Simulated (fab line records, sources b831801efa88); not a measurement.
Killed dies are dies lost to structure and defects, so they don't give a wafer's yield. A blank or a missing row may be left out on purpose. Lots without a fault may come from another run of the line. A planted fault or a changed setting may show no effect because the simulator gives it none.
fab line records | flow sky130
record lots=6 wafers=18 last_day=50
route steps=708 shown VIA4@645 METAL5@661 PAD_OPEN@708
lots that met no fault: from a run of the same line without faults
start_h: hours from the record's first day to the start of the lot's first wafer shown | wait_h: hours since the lot's step before | " the same as in the row above | L1.1+2: a row that stands for several wafers | - no value, or no start given | * or withheld: withheld | < > ~ a bound
route shown NAME@n: a module of which the file shows steps, and the number in the route of the first | usual: mean/standard deviation of fault-free wafers | same: alike in all rows | chamber/n: place in a boat | sites: the reading at each site | _std_site: their standard deviation | _edge_site: outer sites' mean less inner sites' | radius_mm: how far each site lies from the wafer's centre | mask NAME#n: copy n | behind: the tool/chamber that last shaped the wafer | hold: why the lot was held/for how many hours/how that ended | device: the transistor (n, p or np) that didn't switch | end of line: the same wafers' tests at the end of the route | a step without rows: its recipe alone | killed: dies lost to structure and defects at the first sort, not the wafer's yield | map: a wafer's dies, x killed, . not, _ none there
set.NAME: the setting as run; set.NAME@STEP: as run at that earlier step | model.NAME: the simulator's own value behind a step, which no gauge read
lots at some steps of the route; a table a step, a row a wafer
services: from which hour (start_h, from the record's first day; less than 0 if before it) a tool's chamber was out of use, for how many hours, and why
## steps
# step SKY_VIA4_COAT_06
# recipe resist=NOVOLAK spin_rpm=3000 resist_thk_nm=1140
# step SKY_VIA4_SOFTBAKE_07
# recipe temp_c=90 time_s=60 resist=NOVOLAK
# step SKY_VIA4_EXPOSE_08
# recipe mask_id=VIM4 na=0.6 source_shape=conventional sigma_outer=0.6 polarization=unpolarized target_cd_nm=800 dose_mj=132
# step SKY_VIA4_PEB_09
# recipe temp_c=withheld time_s=* resist=NOVOLAK
# step SKY_VIA4_DEVELOP_10
# recipe resist=NOVOLAK developer=TMAH develop_time_s=60 dev_temp_c=23
# step SKY_VIA4_OVL_MEAS_11
# usual VIA4_OVL=0.3/1.3
# columns lot.wafer tool chamber start_h wait_h VIA4_OVL[nm]
L556.1 overlay-01 - 1009.49 0.1 -2.2
L556.2 " - " " -1.2
L556.3 " - " " -1.3
L565.2 overlay-01 - 1077.30 0.1 3.0
L565.3 " - " " 2.6
L565.5 " - " " 2.7
L567.2 overlay-02 - 1078.25 0.1 -1.4
L567.3 " - " " -1.3
L567.6 " - " " -1.2
L568.1 overlay-02 - 1093.21 0.1 0.2
L568.2 " - " " -0.3
L568.5 " - " " -1.0
L577.2 overlay-02 - 1148.01 0.1 0.2
L577.4 " - " " -2.3
L577.5 " - " " -0.2
L578.1 overlay-02 - 1152.38 0.1 1.2
L578.4 " - " " 1.8
L578.5 " - " " 1.7
# step SKY_VIA4_ETCH_12
# recipe target=SiO2 chemistry=C4F8/O2/Ar stop_on=TiN mask_material=NOVOLAK source_w=1500 bias_w=1200 pressure_mtorr=40 c4f8_flow_sccm=withheld O2_flow_sccm=6 Ar_flow_sccm=300 time_s=withheld target_depth_a=5800
# usual bias_w=1199/3.7 oes_product_au=0.926/0.005
# columns lot.wafer tool chamber start_h wait_h bias_w oes_product_au
L556.1 rie_diel-03 0 1009.53 0.0 1202 0.921
L556.2 " 1 " " 1196 0.931
L556.3 " 3 " " 1197 0.926
L565.2 rie_diel-01 1 1077.33 0.0 1207 0.924
L565.3 " 3 " " 1197 0.921
L565.5 " 1 " " 1192 0.923
L567.2 rie_diel-02 0 1078.28 0.0 1203 0.911
L567.3 " 2 " " 1200 0.924
L567.6 " 3 " " 1193 0.918
L568.1 rie_diel-01 1 1093.24 0.0 1197 0.923
L568.2 " 3 " " 1197 0.922
L568.5 " 1 " " 1202 0.934
L577.2 rie_diel-01 1 1148.04 0.0 1203 0.931
L577.4 " 2 " " 1196 0.921
L577.5 " 0 " " 1199 0.935
L578.1 rie_diel-01 2 1152.42 0.0 1194 0.927
L578.4 " 3 " " 1196 0.926
L578.5 " 2 " " 1203 0.928
# step SKY_VIA4_STRIP_13
# recipe chemistry=O2/N2 power_w=1400 pressure_mtorr=1500 platen_temp_c=withheld o2_flow_sccm=3000 n2_flow_sccm=300 overash_fraction=0.5
# usual drypump_motor_current_A=5.87/0.25 oes_product_au=0.710/0.0041 strip_time_to_endpoint_s=12.801/0.028
# columns lot.wafer tool chamber start_h wait_h drypump_motor_current_A oes_product_au rf_hours_counter_h strip_time_to_endpoint_s
L556.1 plasma_asher-01 1 1009.60 - 5.84 0.709 114 12.832
L556.2 " 0 " " 5.59 0.707 114 12.815
L556.3 " 1 " " 5.85 0.716 - 12.812
L565.2 plasma_asher-02 0 1077.40 - 5.84 0.713 32 12.798
L565.3 " 0 " " 5.87 0.717 - 12.787
L565.5 " 0 " " 5.84 0.705 - 12.813
L567.2 plasma_asher-02 0 1078.35 - 5.84 0.705 33 12.806
L567.3 " 0 " " 5.86 0.703 - 12.779
L567.6 " 0 " " 5.84 0.703 - 12.815
L568.1 plasma_asher-02 1 1093.31 - 6.28 0.715 34 12.833
L568.2 " 0 " " 5.86 0.705 34 12.784
L568.5 " 0 " " 5.82 0.715 - 12.793
L577.2 plasma_asher-04 1 1148.12 - 6.09 0.709 104 12.826
L577.4 " 1 " " 6.09 0.712 - 12.772
L577.5 " 1 " " 6.11 0.711 - 12.804
L578.1 plasma_asher-01 0 1152.49 - 5.61 0.709 9 12.782
L578.4 " 0 " " 5.61 0.714 - 12.771
L578.5 " 1 " " 5.84 0.705 - 12.777
# step SKY_VIA4_STRIP_14
# recipe chemistry=post_etch_residue_remover time_s=1200 temp_c=72.5
# step SKY_VIA4_CLEAN_15
# recipe chemistry=IPA time_s=180 temp_c=25
# step SKY_VIA4_CLEAN_16
# recipe chemistry=O3/DIW dry=n2_spin
# step SKY_VIA4_SPUTTER_17
# recipe material=TiN target_thk_nm=20 chamber_pressure_pa=5 power_w=4000 time_s=80
# usual throttle_valve_pct=29.9/0.88
# same time_s=80
# columns lot.wafer tool chamber start_h wait_h throttle_valve_pct
L556.1 pvd_sputter-02 - 1010.19 0.0 30.0
L556.2 " - " " 29.9
L556.3 " - " " 28.0
L565.2 pvd_sputter-02 - 1077.99 0.0 28.2
L565.3 " - " " 31.5
L565.5 " - " " 31.9
L567.2 pvd_sputter-01 - 1079.35 0.0 30.1
L567.3 " - " " 29.5
L567.6 " - " " 29.2
L568.1 pvd_sputter-04 - 1094.44 0.0 30.4
L568.2 " - " " 29.6
L568.5 " - " " 30.3
L577.2 pvd_sputter-01 - 1148.85 0.0 30.1
L577.4 " - " " 29.7
L577.5 " - " " 30.2
L578.1 pvd_sputter-02 - 1153.08 0.0 30.3
L578.4 " - " " 28.4
L578.5 " - " " 30.0
# step SKY_VIA4_CVD_18
# recipe material=W target_thk_nm=505 time_s=152.14 temp_c=400 pressure_torr=40
# usual chamber_pressure_Torr=39.99/0.091 heater_power_outer_w=473/36 heater_power_w=765/44 time_s=152.14/0
# columns lot.wafer tool chamber start_h wait_h chamber_pressure_Torr heater_power_outer_w heater_power_w time_s
L556.1 cvd_w-01 0 1010.25 0.0 40.08 420 708 152.14
L556.2 " 1 " " 39.95 466 755 152.14
L556.3 " 1 " " 40.01 474 792 152.14
L565.2 cvd_w-02 1 1078.06 0.0 40.06 501 809 152.14
L565.3 " 1 " " 40.16 510 791 152.14
L565.5 " 1 " " 39.98 508 802 152.14
L567.2 cvd_w-01 0 1079.41 0.0 - - - -
L567.3 " 1 " " - - - -
L567.6 " 0 " " - - - -
L568.1 cvd_w-01 1 1094.50 0.0 - - - -
L568.2 " 0 " " - - - -
L568.5 " 1 " " - - - -
L577.2 cvd_w-02 1 1148.91 0.0 40.17 496 794 152.14
L577.4 " 0 " " 39.98 509 806 152.14
L577.5 " 0 " " 40.12 494 811 152.14
L578.1 cvd_w-02 1 1153.14 0.0 39.94 505 809 152.14
L578.4 " 0 " " 40.16 498 818 152.14
L578.5 " 0 " " 39.99 508 824 152.14
# step SKY_VIA4_RS_MEAS_19
# recipe thk_meas_gauge=four-point-probe reads=W_of_VIA4_CVD_18+TiN_of_VIA4_SPUTTER_17
# usual VIA4_W_RS=0.2261/0.0022
# columns lot.wafer tool chamber start_h wait_h VIA4_W_RS[ohm/sq]
L556.1 film_metro-04 - 1010.41 0.1 0.2233
L556.2 " - " " 0.2244
L556.3 " - " " 0.2244
L565.2 film_metro-03 - 1078.23 0.1 0.2242
L565.3 " - " " 0.2227
L565.5 " - " " 0.2231
L567.2 film_metro-01 - 1079.58 0.1 57.469
L567.3 " - " " 60.645
L567.6 " - " " 60.008
L568.1 film_metro-03 - 1094.66 0.1 58.614
L568.2 " - " " 59.025
L568.5 " - " " 58.410
L577.2 film_metro-04 - 1149.09 0.1 0.2243
L577.4 " - " " 0.2332
L577.5 " - " " 0.2299
L578.1 film_metro-03 - 1153.30 0.1 0.2244
L578.4 " - " " 0.2280
L578.5 " - " " 0.2302
# step SKY_VIA4_THK_MEAS_20
# recipe thk_meas_gauge=xrf reads=W_of_VIA4_CVD_18
# usual VIA4_W_THK=496/5.4
# columns lot.wafer tool chamber start_h wait_h VIA4_W_THK[nm]
L556.1 film_metro-04 - 1010.53 0.1 498
L556.2 " - " " 501
L556.3 " - " " 497
L565.2 film_metro-03 - 1078.34 0.1 502
L565.3 " - " " 502
L565.5 " - " " 501
L567.2 film_metro-01 - 1079.69 0.1 <0
L567.3 " - " " <0
L567.6 " - " " -
L568.1 film_metro-03 - 1094.78 0.1 -
L568.2 " - " " <0
L568.5 " - " " <0
L577.2 film_metro-04 - 1149.20 0.1 497
L577.4 " - " " 478
L577.5 " - " " 488
L578.1 film_metro-03 - 1153.42 0.1 500
L578.4 " - " " 489
L578.5 " - " " 488
# step SKY_VIA4_CMP_21
# recipe stop_on=SiO2 t_overpolish_s=25 down_force_psi=3.5 platen_rpm=60 target_thk_nm=0 pad_velocity_m_s=0.94248
# usual motor_current_A=10.8/1.2 platen_rpm=60.00/0.045 time_to_endpoint_s=122/5
# columns lot.wafer tool chamber start_h wait_h motor_current_A platen_rpm time_to_endpoint_s
L556.3 cmp-01 2 1010.59 0.0 9.1 59.95 120
L556.1 " 3 " " 12.2 60.05 125
L556.2 " 0 " " 9.9 60.02 123
L565.3 cmp-01 0 1078.49 0.1 10.2 59.99 117
L565.2 " 1 " " 11.2 60.01 130
L565.5 " 3 " " 12.5 59.91 119
L567.2 cmp-01 0 1079.79 0.1 9.9 60.00 5
L567.3 " 1 " " 11.0 59.99 9
L567.6 " 3 " " 12.2 59.99 3
L568.2 cmp-01 3 1094.98 0.2 11.8 60.07 8
L568.1 " 0 " " 9.6 60.03 6
L568.5 " 1 " " 12.0 60.06 9
L577.2 cmp-02 0 1149.50 0.3 9.9 60.05 123
L577.4 " 3 " " 11.4 60.07 116
L577.5 " 0 " " 9.7 60.05 122
L578.1 cmp-01 0 1154.03 0.6 9.7 60.01 123
L578.4 " 1 " " 11.5 59.96 132
L578.5 " 3 " " 10.8 60.02 123
# step SKY_METAL5_SPUTTER_00
# recipe material=Ti target_thk_nm=15 power_w=3000 time_s=10 chamber_pressure_pa=0.4
# usual throttle_valve_pct=30.0/0.85
# same time_s=10
# columns lot.wafer tool chamber start_h wait_h throttle_valve_pct
L556.1 pvd_sputter-04 - 1010.89 0.2 30.3
L556.2 " - " " 29.5
L556.3 " - " " 28.9
L565.2 pvd_sputter-03 - 1078.69 0.1 30.9
L565.3 " - " " 30.3
L565.5 " - " " 30.6
L567.2 pvd_sputter-02 - 1080.04 0.2 28.3
L567.3 " - " " 31.7
L567.6 " - " " 30.1
L568.1 pvd_sputter-04 - 1095.18 0.1 28.9
L568.2 " - " " 29.3
L568.5 " - " " 30.2
L577.2 pvd_sputter-04 - 1149.80 0.2 29.1
L577.4 " - " " 29.4
L577.5 " - " " 30.4
L578.1 pvd_sputter-02 - 1154.23 0.1 28.0
L578.4 " - " " 30.1
L578.5 " - " " 31.6
# step SKY_PAD_OPEN_PROBE_99
# usual defect_limited_yield=82.8/2 killed_at_M0_to_M3=43/6.4 killed_at_M4_up=3.1/2 killed_at_contacts=24/5.2 killed_at_front_end=15/4.3 killed_at_other=0.2/0.48 killed_dies=85/9.7 killed_on_rim=17/4.2 killed_open=47/6.9 killed_short=38/6.7 sort_bin_3_pad_short=0.9/0.48 sort_bin_5_function=10.3/1.6 sort_bin_6_memory=6.1/0.97 sort_n_pass=407/9.7 sort_yield_pct=82.8/2
# same gross_dies=492 killed_at_back_side=0 sort_bin_4_leakage[%]=0 sort_bin_8_speed[%]=0
# columns lot.wafer tool chamber start_h wait_h defect_limited_yield[%] killed_at_M0_to_M3 killed_at_M4_up killed_at_contacts killed_at_front_end killed_at_other killed_dies killed_on_rim killed_open killed_short sort_bin_3_pad_short[%] sort_bin_5_function[%] sort_bin_6_memory[%] sort_n_pass sort_yield_pct[%] model.etest.via4_chain.rc_ohm
L556.1 prober-01 - 1081.06 0.1 81.9 49 3 25 12 0 89 13 52 37 0.6 11.0 6.5 403 81.9 0.782
L556.2 prober-01 - 1081.11 0.1 83.9 33 2 31 13 0 79 16 47 32 0.6 9.8 5.7 413 83.9 0.8067
L556.3 prober-01 - 1081.16 0.2 80.3 49 6 27 15 0 97 18 52 45 1.2 12.0 6.5 395 80.3 0.8493
L565.2 prober-02 - 1143.17 0.1 84.1 46 4 12 16 0 78 13 43 35 0.4 11.4 4.1 414 84.1 0.8058
L565.3 prober-02 - 1143.22 0.2 84.3 38 2 17 20 0 77 9 41 36 1.4 8.1 6.1 415 84.3 0.7876
L565.5 prober-02 - 1143.32 0.2 80.9 42 9 28 15 0 94 15 53 41 1.2 12.8 5.1 398 80.9 0.8114
L567.2 prober-01 - 1144.30 0.1 85.6 42 4 15 10 0 71 12 36 35 0.8 7.1 6.5 421 85.6 0.7092
L567.3 prober-01 - 1144.35 0.2 81.1 48 4 27 14 0 93 17 44 49 1.0 11.0 6.9 399 81.1 0.6999
L567.6 prober-01 - 1144.50 0.2 86.4 31 5 21 10 0 67 14 36 31 0.6 8.1 4.9 425 86.4 0.6879
L568.1 prober-02 - 1157.94 0.1 83.5 46 2 19 14 0 81 15 36 45 0.2 9.6 6.7 411 83.5 0.6961
L568.2 prober-02 - 1157.99 0.1 82.3 43 4 22 18 0 87 20 43 44 0.8 11.4 5.5 405 82.3 0.6936
L568.5 prober-02 - 1158.14 0.2 85.4 34 9 19 10 0 72 12 33 39 0.6 8.3 5.7 420 85.4 0.6805
L577.2 prober-01 - 1204.58 0.1 87.0 33 2 18 11 0 64 12 38 26 1.2 7.1 4.7 428 87.0 0.7951
L577.4 prober-01 - 1204.68 0.2 81.3 46 5 21 20 0 92 16 49 43 1.0 11.2 6.5 400 81.3 0.8046
L577.5 prober-01 - 1204.73 0.2 85.6 36 4 24 7 0 71 17 40 31 1.2 9.1 4.1 421 85.6 0.7722
L578.1 prober-02 - 1207.36 0.1 79.3 45 3 33 21 0 102 25 60 42 0.6 14.2 5.9 390 79.3 0.7967
L578.4 prober-02 - 1207.51 0.2 81.9 39 2 35 13 0 89 18 51 38 0.6 10.4 7.1 403 81.9 0.8202
L578.5 prober-02 - 1207.56 0.2 82.1 48 3 24 12 1 88 15 49 39 0.6 11.0 6.3 404 82.1 0.7835
# killed by level:class
L556.1 VIA1:geometric_particle:open=14 LI_CONTACT:geometric_particle:open=9 VIA2:geometric_particle:open=8 CONTACT:geometric_particle:open=8 METAL1:geometric_particle:short=6 VIA1:geometric_particle:short=5 POLY_GATE:geometric_particle:short=4 LOCAL_INTERCONNECT:geometric_particle:short=4
L556.2 LI_CONTACT:geometric_particle:open=11 CONTACT:geometric_particle:open=8 METAL1:geometric_particle:short=7 CONTACT:geometric_particle:short=6 VIA2:geometric_particle:open=6 VIA3:geometric_particle:open=6 FIELD_ISO:geometric_particle:open=5 POLY_GATE:geometric_particle:open=5
L556.3 VIA1:geometric_particle:open=11 CONTACT:geometric_particle:open=9 VIA3:geometric_particle:open=8 LI_CONTACT:geometric_particle:open=7 METAL1:geometric_particle:short=7 METAL4:geometric_particle:short=6 METAL2:geometric_particle:short=6 VIA1:geometric_particle:short=5
L565.2 VIA2:geometric_particle:open=11 VIA1:geometric_particle:open=10 VIA3:geometric_particle:open=9 FIELD_ISO:geometric_particle:open=5 POLY_GATE:geometric_particle:short=5 LOCAL_INTERCONNECT:geometric_particle:short=4 VIA1:geometric_particle:short=4 METAL4:geometric_particle:short=4
L565.3 VIA3:geometric_particle:open=8 FIELD_ISO:geometric_particle:open=7 VIA1:geometric_particle:open=7 METAL2:geometric_particle:short=6 LOCAL_INTERCONNECT:geometric_particle:short=5 CONTACT:geometric_particle:open=5 METAL1:geometric_particle:short=5 VIA2:geometric_particle:open=5
L565.5 VIA1:geometric_particle:open=11 CONTACT:geometric_particle:open=9 CONTACT:geometric_particle:short=6 LI_CONTACT:geometric_particle:open=6 VIA3:geometric_particle:open=6 VIA2:geometric_particle:open=5 METAL4:geometric_particle:short=5 FIELD_ISO:geometric_particle:open=4
L567.2 VIA1:geometric_particle:open=11 METAL2:geometric_particle:short=9 VIA1:geometric_particle:short=7 LI_CONTACT:geometric_particle:open=5 CONTACT:geometric_particle:open=5 POLY_GATE:geometric_particle:short=3 VIA2:geometric_particle:open=3 VIA3:geometric_particle:open=3
L567.3 VIA1:geometric_particle:open=16 LI_CONTACT:geometric_particle:open=7 LI_CONTACT:geometric_particle:short=6 CONTACT:geometric_particle:open=6 VIA1:geometric_particle:short=6 VIA2:geometric_particle:open=6 POLY_GATE:geometric_particle:short=5 LOCAL_INTERCONNECT:geometric_particle:short=5
L567.6 LI_CONTACT:geometric_particle:open=10 VIA1:geometric_particle:open=9 CONTACT:geometric_particle:short=6 METAL2:geometric_particle:short=5 METAL4:geometric_particle:short=5 FIELD_ISO:geometric_particle:short=4 FIELD_ISO:geometric_particle:open=4 CONTACT:geometric_particle:open=4
L568.1 METAL2:geometric_particle:short=9 METAL1:geometric_particle:short=8 VIA2:geometric_particle:open=7 POLY_GATE:geometric_particle:open=6 LI_CONTACT:geometric_particle:open=6 VIA3:geometric_particle:open=5 FIELD_ISO:geometric_particle:short=4 CONTACT:geometric_particle:short=4
L568.2 METAL1:geometric_particle:short=7 VIA1:geometric_particle:open=7 CONTACT:geometric_particle:open=6 VIA1:geometric_particle:short=6 LI_CONTACT:geometric_particle:open=5 CONTACT:geometric_particle:short=5 FIELD_ISO:geometric_particle:open=4 POLY_GATE:geometric_particle:short=4
L568.5 LOCAL_INTERCONNECT:geometric_particle:short=7 METAL4:geometric_particle:short=6 FIELD_ISO:geometric_particle:open=6 METAL2:geometric_particle:short=6 CONTACT:geometric_particle:open=5 VIA1:geometric_particle:short=5 VIA1:geometric_particle:open=5 VIA3:geometric_particle:open=4
L577.2 CONTACT:geometric_particle:open=9 VIA1:geometric_particle:short=7 VIA1:geometric_particle:open=7 POLY_GATE:geometric_particle:open=4 LI_CONTACT:geometric_particle:open=4 VIA3:geometric_particle:short=4 VIA3:geometric_particle:open=4 METAL2:geometric_particle:short=3
L577.4 VIA1:geometric_particle:open=13 VIA3:geometric_particle:open=11 CONTACT:geometric_particle:open=7 POLY_GATE:geometric_particle:short=5 METAL4:geometric_particle:short=4 VIA3:geometric_particle:short=4 LI_CONTACT:geometric_particle:open=4 VIA1:geometric_particle:short=4
L577.5 CONTACT:geometric_particle:open=7 VIA1:geometric_particle:open=7 VIA3:geometric_particle:open=7 POLY_GATE:geometric_particle:open=6 VIA2:geometric_particle:open=6 LI_CONTACT:geometric_particle:open=5 LOCAL_INTERCONNECT:geometric_particle:short=5 CONTACT:geometric_particle:short=4
L578.1 LI_CONTACT:geometric_particle:open=13 CONTACT:geometric_particle:open=12 VIA1:geometric_particle:open=11 POLY_GATE:geometric_particle:open=8 VIA1:geometric_particle:short=7 FIELD_ISO:geometric_particle:short=6 VIA2:geometric_particle:open=6 VIA3:geometric_particle:open=6
L578.4 CONTACT:geometric_particle:open=11 LI_CONTACT:geometric_particle:open=9 CONTACT:geometric_particle:short=9 VIA1:geometric_particle:open=9 VIA2:geometric_particle:open=7 METAL2:geometric_particle:short=5 VIA3:geometric_particle:open=5 FIELD_ISO:geometric_particle:open=4
L578.5 VIA3:geometric_particle:open=10 VIA2:geometric_particle:open=9 LI_CONTACT:geometric_particle:open=7 CONTACT:geometric_particle:open=7 VIA1:geometric_particle:open=6 METAL1:geometric_particle:short=5 VIA1:geometric_particle:short=5 FIELD_ISO:geometric_particle:open=4
## services
# columns tool chamber start_h hours kind
rie_diel-02 - 995.02 1.0 repair
pvd_sputter-03 - 997.27 1.2 repair
pvd_sputter-01 - 1000.03 7.2 repair
rie_diel-03 2 1004.32 1.4 repair
cmp-02 - 1006.37 0.3 repair
cmp-02 - 1010.78 0.5 repair
rie_diel-03 0 1011.33 5.5 repair
rie_diel-01 - 1014.01 15.6 pm
pvd_sputter-02 - 1043.53 17.0 repair
plasma_asher-01 - 1055.25 9.0 pm
cvd_w-01 - 1056.48 1.3 repair
cvd_w-01 - 1069.77 2.8 pm
pvd_sputter-04 - 1072.02 5.4 repair
cvd_w-02 - 1073.59 2.8 pm
pvd_sputter-02 - 1080.21 1.8 repair
cvd_w-01 0 1081.79 3.5 repair
cmp-01 - 1084.39 4.0 pm
cvd_w-01 1 1084.95 4.8 repair
cvd_w-02 - 1088.03 1.9 repair
rie_diel-01 2 1091.95 6.3 repair
pvd_sputter-02 - 1115.63 2.2 repair
rie_diel-01 3 1116.30 7.2 repair
plasma_asher-02 - 1137.31 1.7 repair
pvd_sputter-02 - 1147.49 2.5 repair
## key
first_sign step=SKY_VIA4_CVD_18 reading=tool_record direction=missing
effect step=SKY_VIA4_RS_MEAS_19 reading=VIA4_W_RS direction=up sigmas=99+ usual=0.2261 struck=59.029
effect step=SKY_VIA4_THK_MEAS_20 reading=VIA4_W_THK direction=down sigmas=92 usual=496 struck=<0
effect step=SKY_VIA4_CMP_21 reading=time_to_endpoint_s direction=down sigmas=23 usual=* struck=*
model_effect step=SKY_PAD_OPEN_PROBE_99 value=etest.via4_chain.rc_ohm without=0.7908 struck=0.6945
met_at SKY_VIA4_CVD_18
struck_wafers L567.2,L567.3,L567.6,L568.1,L568.2,L568.5
onset_between 1010.25 1079.41
fault kind=skipped_step_whole tool=cvd_w-01 chamber=- onset_h=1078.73 steps=SKY_VIA4_CVD_18 scope=struck_lots_only
